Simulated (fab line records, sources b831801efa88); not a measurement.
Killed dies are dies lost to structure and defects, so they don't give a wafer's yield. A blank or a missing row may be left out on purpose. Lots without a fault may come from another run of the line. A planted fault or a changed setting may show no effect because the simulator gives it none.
fab line records | flow sky130
record lots=6 wafers=18 last_day=49
route steps=708 shown LDD_HVN@270 LDD_HVP@278
lots that met no fault: from a run of the same line without faults
start_h: hours from the record's first day to the start of the lot's first wafer shown | wait_h: hours since the lot's step before | " the same as in the row above | L1.1+2: a row that stands for several wafers | - no value, or no start given | * or withheld: withheld | < > ~ a bound
route shown NAME@n: a module of which the file shows steps, and the number in the route of the first | usual: mean/standard deviation of fault-free wafers | same: alike in all rows | chamber/n: place in a boat | sites: the reading at each site | _std_site: their standard deviation | _edge_site: outer sites' mean less inner sites' | radius_mm: how far each site lies from the wafer's centre | mask NAME#n: copy n | behind: the tool/chamber that last shaped the wafer | hold: why the lot was held/for how many hours/how that ended | device: the transistor (n, p or np) that didn't switch | end of line: the same wafers' tests at the end of the route | a step without rows: its recipe alone | killed: dies lost to structure and defects at the first sort, not the wafer's yield | map: a wafer's dies, x killed, . not, _ none there
set.NAME: the setting as run; set.NAME@STEP: as run at that earlier step | model.NAME: the simulator's own value behind a step, which no gauge read
lots at some steps of the route; a table a step, a row a wafer
services: from which hour (start_h, from the record's first day; less than 0 if before it) a tool's chamber was out of use, for how many hours, and why
## steps
# step SKY_LDD_HVN_SOFTBAKE_03
# recipe temp_c=90 time_s=60 resist=NOVOLAK
# step SKY_LDD_HVN_EXPOSE_04
# recipe mask_id=HVNTM na=0.6 source_shape=conventional sigma_outer=0.6 polarization=unpolarized target_cd_nm=700 dose_mj=127
# step SKY_LDD_HVN_PEB_05
# recipe temp_c=withheld time_s=* resist=NOVOLAK
# step SKY_LDD_HVN_DEVELOP_06
# recipe resist=NOVOLAK developer=TMAH develop_time_s=60 dev_temp_c=23
# step SKY_LDD_HVN_OVL_MEAS_07
# usual LDD_HVN_OVL=-0.7/1.4
# columns lot.wafer tool chamber start_h wait_h LDD_HVN_OVL[nm]
L650.3 overlay-01 - 476.78 0.1 -1.7
L650.5 " - " " -1.1
L650.6 " - " " 0.4
L651.1 overlay-01 - 480.13 0.1 -1.0
L651.5 " - " " 0.3
L651.6 " - " " -0.2
L652.1 overlay-01 - 488.01 0.1 -1.2
L652.3 " - " " -1.1
L652.5 " - " " -0.4
L660.1 overlay-01 - 564.53 0.1 -3.3
L660.3 " - " " -2.9
L660.4 " - " " -3.7
L661.1 overlay-02 - 573.07 0.1 -1.4
L661.3 " - " " 1.9
L661.5 " - " " -1.0
L662.1 overlay-01 - 585.71 0.1 -1.2
L662.3 " - " " -0.2
L662.6 " - " " 2.8
# step SKY_LDD_HVN_IMPLANT_08
# recipe species=P energy_kev=60 dose_cm2=3e+13 tilt_deg=40
# step SKY_LDD_HVN_STRIP_09
# recipe chemistry=O2/N2 power_w=1400 pressure_mtorr=1500 platen_temp_c=withheld o2_flow_sccm=3000 n2_flow_sccm=300 overash_fraction=0.5
# usual drypump_motor_current_A=5.7/0.48 oes_product_au=0.409/0.005 strip_time_to_endpoint_s=4.130/0.014
# columns lot.wafer tool chamber start_h wait_h drypump_motor_current_A oes_product_au rf_hours_counter_h strip_time_to_endpoint_s
L650.3 plasma_asher-02 0 476.98 0.1 5.1 0.404 - 4.123
L650.5 " 0 " " 5.1 0.408 - 4.138
L650.6 " 1 " " 6.4 0.410 - 4.114
L651.1 plasma_asher-01 1 480.32 0.1 5.2 0.410 66 4.131
L651.5 " 1 " " 5.2 0.409 - 4.132
L651.6 " 0 " " 6.1 0.424 - 4.150
L652.1 plasma_asher-01 0 488.19 0.1 6.1 0.409 68 4.129
L652.3 " 1 " " 5.2 0.410 - 4.137
L652.5 " 0 " " 6.1 0.409 - 4.122
L660.1 plasma_asher-02 1 564.71 0.1 6.4 0.413 84 4.144
L660.3 " 1 " " 6.4 0.407 - 4.144
L660.4 " 0 " " 5.1 0.407 - 4.154
L661.1 plasma_asher-02 0 573.25 0.1 5.1 0.409 84 4.134
L661.3 " 0 " " 5.1 0.415 - 4.115
L661.5 " 1 " " 6.5 0.418 - 4.134
L662.1 plasma_asher-02 1 585.89 0.1 6.4 0.415 86 4.140
L662.3 " 0 " " 5.1 0.406 - 4.137
L662.6 " 0 " " 5.1 0.405 - 4.170
# step SKY_LDD_HVN_TW_MEAS_10
# usual LDD_HVN_TW=1441/16
# columns lot.wafer tool chamber start_h wait_h LDD_HVN_TW
L650.3 film_metro-01 - 477.07 0.1 1436
L650.5 " - " " 1437
L650.6 " - " " 1437
L651.1 film_metro-03 - 480.42 0.1 1444
L651.5 " - " " 1449
L651.6 " - " " 1444
L652.1 film_metro-03 - 488.29 0.1 1452
L652.3 " - " " 1454
L652.5 " - " " 1443
L660.1 film_metro-03 - 564.81 0.1 1439
L660.3 " - " " 1444
L660.4 " - " " 1442
L661.1 film_metro-04 - 573.35 0.1 1413
L661.3 " - " " 1419
L661.5 " - " " 1409
L662.1 film_metro-01 - 585.99 0.1 1448
L662.3 " - " " 1437
L662.6 " - " " 1448
# step SKY_LDD_HVP_DEHYDRATE_00
# recipe temp_c=200 time_s=60
# step SKY_LDD_HVP_HMDS_01
# recipe prime_time_s=60 prime_temp_c=120
# step SKY_LDD_HVP_COAT_02
# recipe resist=NOVOLAK spin_rpm=3000 resist_thk_nm=300
# step SKY_LDD_HVP_SOFTBAKE_03
# recipe temp_c=90 time_s=60 resist=NOVOLAK
# step SKY_LDD_HVP_EXPOSE_04
# recipe mask_id=HVPTM na=0.6 source_shape=conventional sigma_outer=0.6 polarization=unpolarized target_cd_nm=700 dose_mj=86
# columns lot.wafer tool chamber start_h wait_h mask model.LDD_HVP.overlay_x_nm
L650.3+5+6 iline_stepper-01 0 492.34 - HVPTM#0 0.05214
L651.1+5+6 iline_stepper-01 0 495.82 - HVPTM#0 0.3652
L652.1+3+5 iline_stepper-02 0 504.45 - HVPTM#0 1.174
L660.1+3+4 iline_stepper-02 0 579.53 - HVPTM#0 -67.79
L661.1+3+5 iline_stepper-02 0 587.42 - HVPTM#0 -68.52
L662.1+3+6 iline_stepper-01 0 601.38 - HVPTM#0 -0.7524
# step SKY_LDD_HVP_PEB_05
# recipe temp_c=withheld time_s=* resist=NOVOLAK
# step SKY_LDD_HVP_DEVELOP_06
# recipe resist=NOVOLAK developer=TMAH develop_time_s=60 dev_temp_c=23
# step SKY_LDD_HVP_OVL_MEAS_07
# usual LDD_HVP_OVL=-0.1/1.3
# columns lot.wafer tool chamber start_h wait_h LDD_HVP_OVL[nm]
L650.3 overlay-02 - 507.63 0.1 1.4
L650.5 " - " " -0.6
L650.6 " - " " -1.2
L651.1 overlay-02 - 510.91 0.1 1.5
L651.5 " - " " 1.0
L651.6 " - " " 1.1
L652.1 overlay-02 - 519.36 0.1 -0.7
L652.3 " - " " -1.0
L652.5 " - " " 1.6
L660.1 overlay-02 - 594.03 0.1 -68.9
L660.3 " - " " -69.6
L660.4 " - " " -70.3
L661.1 overlay-02 - 602.52 0.1 -69.0
L661.3 " - " " -70.2
L661.5 " - " " -68.4
L662.1 overlay-01 - 615.58 0.1 -0.4
L662.3 " - " " -1.6
L662.6 " - " " -2.2
# step SKY_LDD_HVP_IMPLANT_08
# recipe species=B energy_kev=20 dose_cm2=1.7e+13 tilt_deg=17.9
## services
# columns tool chamber start_h hours kind
plasma_asher-01 - 466.19 2.4 repair
plasma_asher-01 - 493.01 11.0 repair
iline_stepper-02 - 501.87 - calibration
iline_stepper-02 0 586.27 - calibration
## key
first_sign step=SKY_LDD_HVP_OVL_MEAS_07 reading=LDD_HVP_OVL direction=down sigmas=52 usual=-0.1 struck=-69.4
effect none on later readings
model_effect step=SKY_LDD_HVP_EXPOSE_04 value=LDD_HVP.overlay_x_nm without=-0.3789 struck=-68.15
met_at SKY_LDD_HVP_EXPOSE_04
struck_wafers L660.1,L660.3,L660.4,L661.1,L661.3,L661.5
tester_left_out L660,L661
onset_between 504.45 579.53
fault kind=scanner_matching_overlay tool=iline_stepper-02 chamber=- onset_h=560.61 steps=SKY_LDD_HVP_EXPOSE_04 offset=-67.773
# tester_left_out: of these lots the tester's yield and bins aren't shown, on N5 and GAA mostly nor the transistor test; their killed dies are dies lost to structure and defects alone, not to doping, threshold or leakage, so they don't give the yield
